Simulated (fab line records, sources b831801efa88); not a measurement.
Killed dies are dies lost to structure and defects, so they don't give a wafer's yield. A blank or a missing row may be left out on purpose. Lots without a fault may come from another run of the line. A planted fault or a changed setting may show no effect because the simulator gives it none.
One fault seen from 2 desks | flow sky130 | each desk has only its own numbers; what lay behind them comes last

THE TOOL OWNER'S DESK: rie_si-02
The tool's own readings at SKY_FIELD_ISO_ETCH_17 (etches Si in HBr/Cl2/O2, target depth 342 nm, time 97.7 s): means of the sampled wafers that have a number, for each lot that ran on this tool. A lot is out of limits, marked OUT, if its mean lies more than 4 standard deviations from the usual mean; the brackets give that distance.
Columns: A = drypump_motor_current_A at SKY_FIELD_ISO_ETCH_17, usual 5.8 A; B = oes_product_au at SKY_FIELD_ISO_ETCH_17, usual 1.001 a.u.; C = run_length_s at SKY_FIELD_ISO_ETCH_17, usual 126.1 s; D = throttle_valve_pct at SKY_FIELD_ISO_ETCH_17, usual 25.656 %
lot  | first seen here | A   | B     | C               | D
L622 | day 2 09:00     | 5.9 | 0.994 | 126.1           | 25.656
L627 | day 3 11:50     | 6.2 | 0.999 | 126.5           | 25.663
L628 | day 3 17:02     | 5.9 | 0.998 | 126.1           | 25.654
L629 | day 3 23:17     | 5.6 | 0.997 | 126.1           | 25.648
L638 | day 5 21:39     | 5.6 | 0.996 | 131.4 (+13) OUT | 25.659
This desk's finding: out of limits on L638; first on L638, day 5 21:39 (run_length_s at SKY_FIELD_ISO_ETCH_17). In limits: L622, L627, L628, L629.

THE METROLOGY DESK
What the gauges read, lot by lot, whatever tool the lot ran on: means of the sampled wafers that have a number. A lot is out of limits, marked OUT, if its mean lies more than 4 standard deviations from the usual mean; the brackets give that distance.
Columns: A = cd_nm at SKY_LI_CONTACT_CD_MEAS_12, usual 169.8 nm; B = CONTACT_CVD_00_THK at SKY_CONTACT_THK_MEAS_01, usual 75.0 nm
lot  | first seen here | A     | B
L621 | day 29 01:35    | 167.9 | 76.1
L622 | day 29 07:24    | 171.8 | 74.4
L623 | day 29 19:01    | 169.5 | 74.7
L625 | day 30 19:11    | 168.9 | 74.8
L627 | day 31 12:37    | 165.5 | 76.5
L628 | day 31 17:56    | 170.5 | 74.9
L629 | day 32 02:02    | 168.3 | 73.8
L630 | day 32 05:53    | 171.9 | 74.0
L636 | day 34 03:38    | 170.3 | 76.0
L638 | day 34 19:28    | 172.3 | 76.8
L643 | day 36 06:29    | 169.6 | 73.4
L644 | day 36 11:50    | 169.5 | 74.7
This desk's finding: nothing out of limits on any of the 12 lots.

PUT TOGETHER
The tool owner's desk could have raised an alarm at day 5 21:39, on L638.
The metrology desk saw nothing out of limits.
The metrology desk has L638 on record, within its limits.
Of the lots named, all ran SKY_FIELD_ISO_ETCH_17 on rie_si-02.

WHAT THE SIMULATOR HAD PUT IN
Process parameter drift: rie_si-02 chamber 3, from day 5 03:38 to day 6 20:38, at SKY_FIELD_ISO_ETCH_17. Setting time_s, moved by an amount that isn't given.
Lots struck among those shown: L638.
Hours from the fault's start to each desk's first reading out of limits: the tool owner's desk, 18.
